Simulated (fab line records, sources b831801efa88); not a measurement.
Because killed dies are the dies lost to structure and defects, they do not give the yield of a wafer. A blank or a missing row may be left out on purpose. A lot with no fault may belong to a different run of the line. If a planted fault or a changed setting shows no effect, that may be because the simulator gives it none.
fab line records	flow gf180mcu
record: lots: 24	wafers: 72	lastDay: 34
route steps=602 shown STI@1 V2@407 M3@423 V3@445 MIM@512
lots that met no fault: from a run of the same line without faults
startH: hours from the record's first day to the start of the lot's first wafer shown	waitH: time in hours since the lot's previous step	" as in the row above	L1.1+2: one row covering several wafers at once	- no value, or no start given	* or withheld: withheld	< > ~ a bound
route shown NAME@n: names a module that has steps shown in the file, with the first one's number in the route	usual: mean and standard deviation over wafers with no fault	same: alike in all rows	chamber/n: place in a boat	sites: the reading at each site	_std_site: their standard deviation	_edge_site: inner sites' mean taken away from outer sites' mean	radiusMm: how far each site lies from the wafer's centre	mask NAME#n: copy n	behind: the last tool/chamber to shape the wafer	hold: what put the lot on hold/how long, in hours/how the hold closed	device: names the non-switching transistor (n, p or np)	end of line: at the end of the route, the tests of the same wafers	a step without rows: its recipe alone	killed: dies that structure and defects cost at the first sort, which is not the same as the wafer's yield	map: a wafer's dies, x killed, . not, _ none there
set.NAME: the run value of the setting; set.NAME@STEP: its run value at that earlier step	model.NAME: the simulator's own value behind a step, which no gauge read
route steps across a sampled set of lots; one table per step, one row per wafer
services: the hour from which a tool's chamber was out of use, counted from the record's first day as startH (under 0 if before that day), plus the number of hours and why
== steps ==
step: GF_STI_BOW_MEAS_00
recipe: mode: bow
usual: INCOMING_BOW: 0/5.6
lot.wafer	tool	chamber	startH	waitH	INCOMING_BOW[um]
L074.1	filmMetro-01	-	10.00	-	-3
L074.2	"	-	"	"	-11
L074.3	"	-	"	"	2
L075.1	filmMetro-03	-	15.00	-	-10
L075.5	"	-	"	"	2
L075.6	"	-	"	"	3
L076.1	filmMetro-03	-	20.00	-	-5
L076.3	"	-	"	"	3
L076.6	"	-	"	"	-6
L077.2	filmMetro-04	-	25.02	-	8
L077.3	"	-	"	"	10
L077.4	"	-	"	"	0
L078.1	filmMetro-01	-	30.00	-	1
L078.4	"	-	"	"	-5
L078.5	"	-	"	"	3
L079.2	filmMetro-03	-	35.02	-	-4
L079.4	"	-	"	"	1
L079.5	"	-	"	"	-3
L080.1	filmMetro-01	-	40.00	-	-3
L080.5	"	-	"	"	-6
L080.6	"	-	"	"	3
L081.2	filmMetro-03	-	45.02	-	-1
L081.3	"	-	"	"	-2
L081.4	"	-	"	"	0
L082.1	filmMetro-04	-	50.00	-	4
L082.3	"	-	"	"	-7
L082.6	"	-	"	"	-9
L083.2	filmMetro-01	-	55.02	-	-4
L083.5	"	-	"	"	15
L083.6	"	-	"	"	-1
L084.1	filmMetro-03	-	60.00	-	9
L084.4	"	-	"	"	-2
L084.6	"	-	"	"	-2
L085.1	filmMetro-04	-	65.00	-	-1
L085.5	"	-	"	"	-7
L085.6	"	-	"	"	-3
L086.2	filmMetro-03	-	70.02	-	-2
L086.4	"	-	"	"	-1
L086.5	"	-	"	"	5
L087.2	filmMetro-01	-	75.02	-	1
L087.5	"	-	"	"	9
L087.6	"	-	"	"	4
L088.1	filmMetro-03	-	80.00	-	0
L088.3	"	-	"	"	-2
L088.5	"	-	"	"	0
L089.1	filmMetro-03	-	85.00	-	8
L089.5	"	-	"	"	2
L089.6	"	-	"	"	4
L090.2	filmMetro-04	-	90.02	-	-5
L090.4	"	-	"	"	2
L090.6	"	-	"	"	-13
L091.1	filmMetro-03	-	95.00	-	0
L091.2	"	-	"	"	14
L091.3	"	-	"	"	-7
L092.2	filmMetro-03	-	100.03	-	-3
L092.4	"	-	"	"	2
L092.6	"	-	"	"	0
L093.2	filmMetro-03	-	105.02	-	-3
L093.3	"	-	"	"	3
L093.6	"	-	"	"	-2
L094.2	filmMetro-04	-	110.02	-	-4
L094.4	"	-	"	"	-1
L094.5	"	-	"	"	-6
L095.1	filmMetro-04	-	115.00	-	-3
L095.3	"	-	"	"	0
L095.6	"	-	"	"	9
L096.1	filmMetro-01	-	120.00	-	9
L096.2	"	-	"	"	-4
L096.4	"	-	"	"	-7
L097.1	filmMetro-01	-	125.00	-	-10
L097.2	"	-	"	"	5
L097.6	"	-	"	"	-5
step: GF_V2_THK_MEAS_25
recipe: thkMeasGauge: xrf	reads: W_of_V2_CVD_23
usual: V2_W_THK: 350/5
lot.wafer	tool	chamber	startH	waitH	V2_W_THK[nm]
L074.1	filmMetro-02	-	465.75	0.1	354
L074.2	"	-	"	"	350
L074.3	"	-	"	"	365
L075.1	filmMetro-01	-	475.56	0.1	352
L075.5	"	-	"	"	353
L075.6	"	-	"	"	351
L076.1	filmMetro-02	-	481.37	0.1	347
L076.3	"	-	"	"	346
L076.6	"	-	"	"	353
L077.2	filmMetro-01	-	497.56	0.1	347
L077.3	"	-	"	"	352
L077.4	"	-	"	"	344
L078.1	filmMetro-04	-	503.54	0.1	351
L078.4	"	-	"	"	350
L078.5	"	-	"	"	346
L079.2	filmMetro-01	-	514.28	0.1	357
L079.4	"	-	"	"	354
L079.5	"	-	"	"	357
L080.1	filmMetro-02	-	520.03	0.1	343
L080.5	"	-	"	"	346
L080.6	"	-	"	"	339
L081.2	filmMetro-01	-	528.15	0.1	347
L081.3	"	-	"	"	351
L081.4	"	-	"	"	348
L082.1	filmMetro-02	-	533.88	0.1	348
L082.3	"	-	"	"	349
L082.6	"	-	"	"	348
L083.2	filmMetro-04	-	541.22	0.1	347
L083.5	"	-	"	"	335
L083.6	"	-	"	"	341
L084.1	filmMetro-01	-	554.55	0.1	349
L084.4	"	-	"	"	342
L084.6	"	-	"	"	348
L085.1	filmMetro-02	-	569.26	0.1	350
L085.5	"	-	"	"	347
L085.6	"	-	"	"	348
L086.2	filmMetro-02	-	569.92	0.1	351
L086.4	"	-	"	"	349
L086.5	"	-	"	"	357
L087.2	filmMetro-04	-	577.12	0.1	348
L087.5	"	-	"	"	349
L087.6	"	-	"	"	353
L088.1	filmMetro-04	-	581.75	0.1	354
L088.3	"	-	"	"	352
L088.5	"	-	"	"	354
L089.1	filmMetro-04	-	588.61	0.1	353
L089.5	"	-	"	"	358
L089.6	"	-	"	"	348
L090.2	filmMetro-04	-	599.31	0.1	350
L090.4	"	-	"	"	357
L090.6	"	-	"	"	352
L091.1	filmMetro-02	-	605.80	0.1	351
L091.2	"	-	"	"	345
L091.3	"	-	"	"	347
L092.2	filmMetro-04	-	611.82	0.1	349
L092.4	"	-	"	"	347
L092.6	"	-	"	"	348
L093.2	filmMetro-02	-	620.00	0.1	355
L093.3	"	-	"	"	361
L093.6	"	-	"	"	355
L094.2	filmMetro-02	-	628.80	0.1	349
L094.4	"	-	"	"	352
L094.5	"	-	"	"	354
L095.1	filmMetro-02	-	640.50	0.1	353
L095.3	"	-	"	"	350
L095.6	"	-	"	"	357
L096.1	filmMetro-01	-	642.06	0.1	354
L096.2	"	-	"	"	345
L096.4	"	-	"	"	354
L097.1	filmMetro-02	-	647.59	0.1	343
L097.2	"	-	"	"	349
L097.6	"	-	"	"	347
step: GF_M3_CD_MEAS_14
recipe: targetCdNm: 280
usual: cdNm: 279.5/1.1
lot.wafer	tool	chamber	startH	waitH	cdNm
L074.1	cdSem-02	-	490.31	0.1	279.7
L074.2	"	-	"	"	278.6
L074.3	"	-	"	"	279.8
L075.1	cdSem-02	-	500.90	0.1	279.6
L075.5	"	-	"	"	278.9
L075.6	"	-	"	"	278.7
L076.1	cdSem-02	-	505.56	0.1	279.0
L076.3	"	-	"	"	278.6
L076.6	"	-	"	"	278.9
L077.2	cdSem-01	-	520.17	0.1	280.3
L077.3	"	-	"	"	279.3
L077.4	"	-	"	"	280.1
L078.1	cdSem-02	-	526.75	0.1	277.5
L078.4	"	-	"	"	278.0
L078.5	"	-	"	"	277.8
L079.2	cdSem-01	-	537.68	0.1	279.6
L079.4	"	-	"	"	279.9
L079.5	"	-	"	"	279.0
L080.1	cdSem-02	-	542.76	0.1	281.2
L080.5	"	-	"	"	280.4
L080.6	"	-	"	"	281.6
L081.2	cdSem-01	-	551.12	0.1	277.9
L081.3	"	-	"	"	278.0
L081.4	"	-	"	"	279.4
L082.1	cdSem-01	-	556.51	0.1	279.6
L082.3	"	-	"	"	278.7
L082.6	"	-	"	"	280.8
L083.2	cdSem-02	-	563.42	0.1	278.0
L083.5	"	-	"	"	279.2
L083.6	"	-	"	"	280.0
L084.1	cdSem-02	-	577.29	0.1	280.6
L084.4	"	-	"	"	279.9
L084.6	"	-	"	"	280.8
L085.1	cdSem-01	-	591.01	0.1	279.0
L085.5	"	-	"	"	278.4
L085.6	"	-	"	"	277.8
L086.2	cdSem-02	-	591.67	0.1	279.2
L086.4	"	-	"	"	279.3
L086.5	"	-	"	"	278.8
L087.2	cdSem-02	-	598.38	0.1	280.1
L087.5	"	-	"	"	279.9
L087.6	"	-	"	"	278.9
L088.1	cdSem-02	-	603.49	0.1	280.2
L088.3	"	-	"	"	282.1
L088.5	"	-	"	"	281.6
L089.1	cdSem-01	-	609.10	0.1	278.7
L089.5	"	-	"	"	277.4
L089.6	"	-	"	"	276.6
L090.2	cdSem-02	-	621.58	0.1	280.2
L090.4	"	-	"	"	279.9
L090.6	"	-	"	"	279.7
L091.1	cdSem-01	-	626.56	0.1	280.0
L091.2	"	-	"	"	280.3
L091.3	"	-	"	"	279.8
L092.2	cdSem-02	-	632.87	0.1	280.8
L092.4	"	-	"	"	282.0
L092.6	"	-	"	"	280.4
L093.2	cdSem-01	-	640.68	0.2	278.7
L093.3	"	-	"	"	277.9
L093.6	"	-	"	"	277.7
L094.2	cdSem-01	-	649.21	0.1	279.9
L094.4	"	-	"	"	278.2
L094.5	"	-	"	"	280.1
L095.1	cdSem-01	-	660.51	0.1	279.5
L095.3	"	-	"	"	278.9
L095.6	"	-	"	"	278.0
L096.1	cdSem-02	-	662.16	0.1	280.9
L096.2	"	-	"	"	279.9
L096.4	"	-	"	"	279.7
L097.1	cdSem-01	-	668.04	0.1	280.1
L097.2	"	-	"	"	280.3
L097.6	"	-	"	"	278.7
step: GF_M3_STRIP_17
recipe: chemistry: O2/N2	powerW: 1400	pressureMtorr: 1500	platenTempC: 250	o2FlowSccm: 3000	n2FlowSccm: 300	overashFraction: 0.5
usual: drypumpMotorCurrentA: 5.5/0.52	heaterPowerW: 321/16	oesProductAu: 0.537/0.0052	stripTimeToEndpointS: 7.38/0.058
lot.wafer	tool	chamber	startH	waitH	drypumpMotorCurrentA	heaterPowerW	oesProductAu	rfHoursCounterH	stripTimeToEndpointS
L074.1	plasmaAsher-03	0	490.73	0.2	5.7	316	0.530	37	7.28
L074.2	"	1	"	"	5.6	279	0.538	37	7.29
L074.3	"	0	"	"	5.7	317	0.534	-	7.31
L075.1	plasmaAsher-02	0	501.18	0.1	6.0	323	0.540	7	7.36
L075.5	"	0	"	"	6.0	323	0.535	-	7.36
L075.6	"	1	"	"	4.8	315	0.535	-	7.36
L076.1	plasmaAsher-02	0	505.85	0.1	6.0	334	0.535	8	7.41
L076.3	"	1	"	"	4.8	312	0.542	-	7.35
L076.6	"	1	"	"	4.8	313	0.536	-	7.34
L077.2	plasmaAsher-03	1	520.43	0.1	5.6	285	0.539	40	7.43
L077.3	"	0	"	"	5.7	311	0.540	-	7.40
L077.4	"	1	"	"	5.6	281	0.529	-	7.37
L078.1	plasmaAsher-02	1	527.03	0.1	4.8	316	0.530	10	7.41
L078.4	"	0	"	"	6.0	325	0.538	-	7.39
L078.5	"	1	"	"	4.8	320	0.534	-	7.40
L079.2	plasmaAsher-02	1	537.95	0.1	4.8	308	0.535	11	7.35
L079.4	"	0	"	"	6.0	324	0.536	-	7.37
L079.5	"	0	"	"	6.0	327	0.539	-	7.39
L080.1	plasmaAsher-02	0	543.05	0.1	6.0	325	0.536	11	7.42
L080.5	"	1	"	"	4.8	322	0.532	-	7.43
L080.6	"	0	"	"	6.0	324	0.544	-	7.43
L081.2	plasmaAsher-02	1	551.38	0.1	4.8	319	0.531	13	7.43
L081.3	"	0	"	"	6.0	323	0.535	-	7.25
L081.4	"	1	"	"	4.8	317	0.538	-	7.44
L082.1	plasmaAsher-02	0	556.80	0.1	6.0	329	0.545	13	7.47
L082.3	"	0	"	"	6.0	317	0.534	-	7.50
L082.6	"	1	"	"	4.8	323	0.535	-	7.48
L083.2	plasmaAsher-02	0	563.68	0.1	6.0	318	0.539	14	7.39
L083.5	"	1	"	"	4.8	307	0.545	-	7.42
L083.6	"	0	"	"	6.0	330	0.540	-	7.39
L084.1	plasmaAsher-02	0	577.71	0.2	6.0	323	0.532	16	7.49
L084.4	"	1	"	"	4.8	321	0.544	-	7.48
L084.6	"	1	"	"	4.8	312	0.537	-	7.51
L085.1	plasmaAsher-02	1	591.34	0.1	4.8	319	0.543	17	7.43
L085.5	"	1	"	"	4.8	314	0.534	-	7.51
L085.6	"	0	"	"	6.0	321	0.546	-	7.39
L086.2	plasmaAsher-04	1	591.93	0.1	6.1	348	0.533	98	7.45
L086.4	"	0	"	"	5.4	325	0.546	-	7.43
L086.5	"	1	"	"	6.1	348	0.546	-	7.46
L087.2	plasmaAsher-02	1	598.64	0.1	4.8	320	0.533	18	7.42
L087.5	"	1	"	"	4.8	315	0.532	-	7.42
L087.6	"	0	"	"	6.0	325	0.539	-	7.36
L088.1	plasmaAsher-04	1	603.78	0.1	6.1	339	0.543	100	7.34
L088.3	"	1	"	"	6.1	348	0.537	-	7.37
L088.5	"	0	"	"	5.4	331	0.534	-	7.28
L089.1	plasmaAsher-02	1	609.51	0.2	4.9	320	0.538	19	7.37
L089.5	"	0	"	"	6.0	326	0.550	-	7.40
L089.6	"	1	"	"	4.8	316	0.533	-	7.35
L090.2	plasmaAsher-02	1	621.84	0.1	4.8	315	0.544	20	7.43
L090.4	"	0	"	"	6.0	325	0.534	-	7.41
L090.6	"	1	"	"	4.8	326	0.538	-	7.38
L091.1	plasmaAsher-02	0	626.84	0.1	6.0	322	0.529	21	7.33
L091.2	"	1	"	"	4.8	330	0.538	21	7.27
L091.3	"	0	"	"	6.0	335	0.544	-	7.27
L092.2	plasmaAsher-03	0	633.13	0.1	5.7	321	0.534	50	7.45
L092.4	"	1	"	"	5.6	281	0.537	-	7.47
L092.6	"	1	"	"	5.6	290	0.537	-	7.38
L093.2	plasmaAsher-04	1	641.08	0.2	6.1	349	0.542	104	7.33
L093.3	"	1	"	"	6.1	346	0.529	-	7.26
L093.6	"	1	"	"	6.1	349	0.543	-	7.35
L094.2	plasmaAsher-03	1	649.48	0.1	5.6	279	0.536	52	7.31
L094.4	"	0	"	"	5.7	303	0.532	-	7.28
L094.5	"	0	"	"	5.7	311	0.530	-	7.30
L095.1	plasmaAsher-04	0	660.80	0.1	5.4	323	0.543	106	7.36
L095.3	"	0	"	"	5.4	338	0.532	-	7.33
L095.6	"	1	"	"	6.1	347	0.536	-	7.34
L096.1	plasmaAsher-02	0	662.44	0.1	6.0	319	0.544	24	7.35
L096.2	"	1	"	"	4.8	317	0.543	24	7.46
L096.4	"	1	"	"	4.8	318	0.541	-	7.33
L097.1	plasmaAsher-04	1	668.33	0.1	6.1	353	0.535	107	7.36
L097.2	"	0	"	"	5.4	337	0.543	107	7.43
L097.6	"	1	"	"	6.1	352	0.534	-	7.38
step: GF_V3_ETCH_16
recipe: chemistry: N2/H2	targetDepthA: withheld	overetchA: withheld	timeS: withheld	target: BARC	ionEnergyEv: 200	sourceW: 500	biasW: 100	pressureMtorr: 30	n2FlowSccm: 100	h2FlowSccm: 200
usual: drypumpMotorCurrentA: 5.8/0.42	h2FlowSccm: 200.0/0.6	oesProductAu: 0.856/0.0049	throttleValvePct: 13.225/0.0085
lot.wafer	tool	chamber	startH	waitH	drypumpMotorCurrentA	h2FlowSccm	oesProductAu	throttleValvePct
L074.1	rieDiel-04	2	514.95	0.0	6.2	199.7	0.852	13.201
L074.2	"	0	"	"	6.7	200.5	0.855	13.225
L074.3	"	1	"	"	5.9	198.3	0.853	13.223
L075.1	rieDiel-03	1	525.65	0.0	5.3	199.9	0.859	13.218
L075.5	"	2	"	"	5.2	200.3	0.860	13.226
L075.6	"	3	"	"	5.8	200.0	0.856	13.216
L076.1	rieDiel-03	1	529.05	0.0	5.3	200.3	0.857	13.238
L076.3	"	3	"	"	5.8	199.0	0.858	13.235
L076.6	"	0	"	"	5.7	199.6	0.859	13.209
L077.2	rieDiel-03	0	544.60	0.0	5.7	200.6	0.865	13.224
L077.3	"	3	"	"	5.9	199.7	0.861	13.220
L077.4	"	1	"	"	5.3	200.5	0.846	13.218
L078.1	rieDiel-02	3	550.80	0.0	5.5	200.0	0.862	13.206
L078.4	"	2	"	"	5.9	201.4	0.862	13.218
L078.5	"	1	"	"	5.3	200.1	0.855	13.241
L079.2	rieDiel-03	2	561.85	0.0	5.2	199.8	0.857	13.214
L079.4	"	1	"	"	5.3	200.3	0.849	13.225
L079.5	"	2	"	"	5.2	200.9	0.850	13.228
L080.1	rieDiel-04	1	566.15	0.0	5.9	199.5	0.857	13.222
L080.5	"	0	"	"	6.7	199.6	0.860	13.216
L080.6	"	2	"	"	6.2	199.9	0.852	13.222
L081.2	rieDiel-04	3	574.95	0.0	5.7	200.6	0.857	13.230
L081.3	"	0	"	"	6.7	200.9	0.853	13.230
L081.4	"	2	"	"	6.3	199.8	0.852	13.217
L082.1	rieDiel-02	2	579.80	0.0	5.9	199.4	0.851	13.244
L082.3	"	1	"	"	5.3	200.1	0.862	13.236
L082.6	"	0	"	"	6.2	199.8	0.863	13.225
L083.2	rieDiel-04	0	585.90	0.0	6.7	200.4	0.861	13.217
L083.5	"	3	"	"	5.8	199.6	0.851	13.218
L083.6	"	2	"	"	6.2	199.8	0.857	13.221
L084.1	rieDiel-03	0	599.15	0.0	5.7	199.2	0.853	13.228
L084.4	"	2	"	"	5.2	199.4	0.860	13.237
L084.6	"	2	"	"	5.2	199.5	0.858	13.217
L085.1	rieDiel-03	2	613.05	0.0	5.2	200.2	0.856	13.228
L085.5	"	0	"	"	5.7	200.7	0.858	13.225
L085.6	"	3	"	"	5.8	200.0	0.860	13.227
L086.2	rieDiel-02	2	613.70	0.0	5.9	199.8	0.857	13.217
L086.4	"	0	"	"	6.2	199.5	0.859	13.232
L086.5	"	2	"	"	5.9	198.9	0.857	13.224
L087.2	rieDiel-04	2	621.30	0.0	6.2	199.3	0.851	13.218
L087.5	"	0	"	"	6.7	200.6	0.849	13.232
L087.6	"	2	"	"	6.2	199.9	0.864	13.233
L088.1	rieDiel-03	0	625.35	0.0	5.7	200.5	0.852	13.226
L088.3	"	1	"	"	5.3	199.6	0.858	13.227
L088.5	"	0	"	"	5.7	200.3	0.857	13.221
L089.1	rieDiel-04	3	631.75	0.0	5.8	200.4	0.853	13.233
L089.5	"	0	"	"	6.7	200.2	0.855	13.221
L089.6	"	1	"	"	5.9	199.7	0.849	13.214
L090.2	rieDiel-03	1	643.45	0.0	5.3	200.5	0.856	13.215
L090.4	"	0	"	"	5.7	199.5	0.861	13.214
L090.6	"	3	"	"	5.8	199.9	0.853	13.242
L091.1	rieDiel-02	2	648.00	0.0	5.9	200.2	0.855	13.226
L091.2	"	3	"	"	5.5	200.5	0.859	13.237
L091.3	"	1	"	"	5.3	200.4	0.854	13.229
L092.2	rieDiel-04	0	653.80	0.0	6.7	200.7	0.853	13.228
L092.4	"	2	"	"	6.2	200.1	0.851	13.236
L092.6	"	1	"	"	5.9	199.1	0.858	13.211
L093.2	rieDiel-02	2	661.50	0.0	5.9	199.7	0.849	13.232
L093.3	"	1	"	"	5.3	199.9	0.861	13.224
L093.6	"	0	"	"	6.2	200.6	0.863	13.221
L094.2	rieDiel-02	1	669.50	0.0	5.3	200.3	0.858	13.231
L094.4	"	0	"	"	6.2	199.6	0.857	13.207
L094.5	"	0	"	"	6.2	199.8	0.859	13.221
L095.1	rieDiel-02	3	681.75	0.0	5.5	201.1	0.849	13.217
L095.3	"	2	"	"	5.9	200.0	0.862	13.221
L095.6	"	3	"	"	5.4	200.6	0.851	13.217
L096.1	rieDiel-03	1	682.77	0.0	5.2	199.8	0.855	13.236
L096.2	"	2	"	"	5.2	201.1	0.855	13.234
L096.4	"	3	"	"	5.8	198.9	0.853	13.240
L097.1	rieDiel-03	1	689.20	0.0	5.3	200.9	0.851	13.212
L097.2	"	3	"	"	5.9	200.4	0.863	13.220
L097.6	"	3	"	"	5.8	200.2	0.866	13.226
step: GF_MIM_SPUTTER_09
recipe: material: TiN	targetThkNm: 35	powerW: 6500	timeS: 29.2	chamberPressurePa: 0.4
usual: chamberPressurePa: 0.4000/0.00084	throttleValvePct: 30.2/1.3
lot.wafer	tool	chamber	startH	waitH	chamberPressurePa	throttleValvePct
L074.1	pvdSputter-04	-	565.98	0.0	0.4001	28.3
L074.2	"	-	"	"	0.4000	29.0
L074.3	"	-	"	"	0.4013	32.0
L075.1	pvdSputter-04	-	574.79	0.0	0.3998	32.1
L075.5	"	-	"	"	0.3996	28.2
L075.6	"	-	"	"	0.3995	29.1
L076.1	pvdSputter-04	-	578.57	0.0	0.3996	28.9
L076.3	"	-	"	"	0.4016	31.6
L076.6	"	-	"	"	0.4008	28.9
L077.2	pvdSputter-03	-	593.17	0.0	0.3995	30.7
L077.3	"	-	"	"	0.4000	33.1
L077.4	"	-	"	"	0.4009	30.5
L078.1	pvdSputter-01	-	599.87	0.0	0.3996	29.9
L078.4	"	-	"	"	0.3996	29.5
L078.5	"	-	"	"	0.4000	30.2
L079.2	pvdSputter-04	-	609.29	0.0	0.3980	28.9
L079.4	"	-	"	"	0.4007	31.4
L079.5	"	-	"	"	0.4005	31.5
L080.1	pvdSputter-03	-	611.20	0.0	0.3989	32.9
L080.5	"	-	"	"	0.3996	33.0
L080.6	"	-	"	"	0.4006	30.5
L081.2	pvdSputter-01	-	622.59	0.0	0.3992	29.6
L081.3	"	-	"	"	0.4003	29.7
L081.4	"	-	"	"	0.4011	29.7
L082.1	pvdSputter-01	-	625.38	0.0	0.4000	30.7
L082.3	"	-	"	"	0.4007	30.0
L082.6	"	-	"	"	0.3995	30.7
L083.2	pvdSputter-01	-	632.25	0.0	0.3995	30.9
L083.5	"	-	"	"	0.4009	29.3
L083.6	"	-	"	"	0.4012	30.2
L084.1	pvdSputter-03	-	646.44	0.0	0.3999	30.7
L084.4	"	-	"	"	0.3997	33.1
L084.6	"	-	"	"	0.3993	28.7
L085.1	pvdSputter-04	-	658.80	0.0	0.4017	28.1
L085.5	"	-	"	"	0.3984	31.4
L085.6	"	-	"	"	0.4006	29.2
L086.2	pvdSputter-04	-	659.21	0.0	0.3993	28.8
L086.4	"	-	"	"	0.4004	31.7
L086.5	"	-	"	"	0.3991	28.1
L087.2	pvdSputter-01	-	665.86	0.0	0.4002	29.5
L087.5	"	-	"	"	0.4000	29.9
L087.6	"	-	"	"	0.3978	29.7
L088.1	pvdSputter-03	-	669.19	0.0	0.4000	30.8
L088.3	"	-	"	"	0.4017	28.8
L088.5	"	-	"	"	0.3999	33.1
L089.1	pvdSputter-03	-	674.99	0.0	0.3992	30.9
L089.5	"	-	"	"	0.3999	33.2
L089.6	"	-	"	"	0.4003	30.5
L090.2	pvdSputter-01	-	686.79	0.0	0.4004	29.7
L090.4	"	-	"	"	0.4002	29.4
L090.6	"	-	"	"	0.4012	29.9
L091.1	pvdSputter-03	-	691.28	0.0	0.4000	28.8
L091.2	"	-	"	"	0.4018	30.9
L091.3	"	-	"	"	0.4001	30.8
L092.2	pvdSputter-04	-	696.22	0.0	0.4005	32.0
L092.4	"	-	"	"	0.3993	29.3
L092.6	"	-	"	"	0.4000	32.2
L093.2	pvdSputter-01	-	704.35	0.0	0.4001	29.7
L093.3	"	-	"	"	0.4009	31.2
L093.6	"	-	"	"	0.3996	30.0
L094.2	pvdSputter-01	-	711.92	0.0	0.3987	31.2
L094.4	"	-	"	"	0.4001	29.9
L094.5	"	-	"	"	0.4010	29.7
L095.1	pvdSputter-01	-	723.58	0.0	0.3997	29.2
L095.3	"	-	"	"	0.3997	29.9
L095.6	"	-	"	"	0.4005	29.6
L096.1	pvdSputter-01	-	724.80	0.0	0.3994	30.0
L096.2	"	-	"	"	0.3985	30.1
L096.4	"	-	"	"	0.4003	31.2
L097.1	pvdSputter-03	-	730.08	0.0	0.3991	28.8
L097.2	"	-	"	"	0.4010	30.7
L097.6	"	-	"	"	0.3995	33.0
== services ==
tool	chamber	startH	hours	kind
rieDiel-04	2	480.25	7.9	repair
plasmaAsher-04	-	483.29	1.3	repair
plasmaAsher-04	-	490.10	1.0	repair
rieDiel-03	3	515.95	7.2	repair
rieDiel-04	3	547.80	23.8	repair
plasmaAsher-03	-	549.76	15.6	pm
rieDiel-03	0	551.66	10.7	repair
rieDiel-03	-	553.15	4.0	repair
rieDiel-03	1	554.30	4.4	repair
plasmaAsher-02	-	556.94	2.8	pm
rieDiel-02	-	565.33	0.5	repair
plasmaAsher-03	-	573.23	1.3	repair
rieDiel-03	-	573.87	15.6	pm
rieDiel-02	1	582.64	5.6	repair
rieDiel-02	3	583.86	10.8	repair
rieDiel-04	3	590.14	4.1	repair
pvdSputter-03	-	597.82	0.7	repair
rieDiel-02	2	627.29	5.4	repair
rieDiel-02	0	646.44	8.2	repair
rieDiel-03	2	655.50	4.9	repair
rieDiel-02	0	679.09	3.4	repair
rieDiel-02	0	683.19	14.5	repair
pvdSputter-01	-	727.12	3.4	repair
pvdSputter-04	-	729.64	0.5	repair
== key ==
fault none
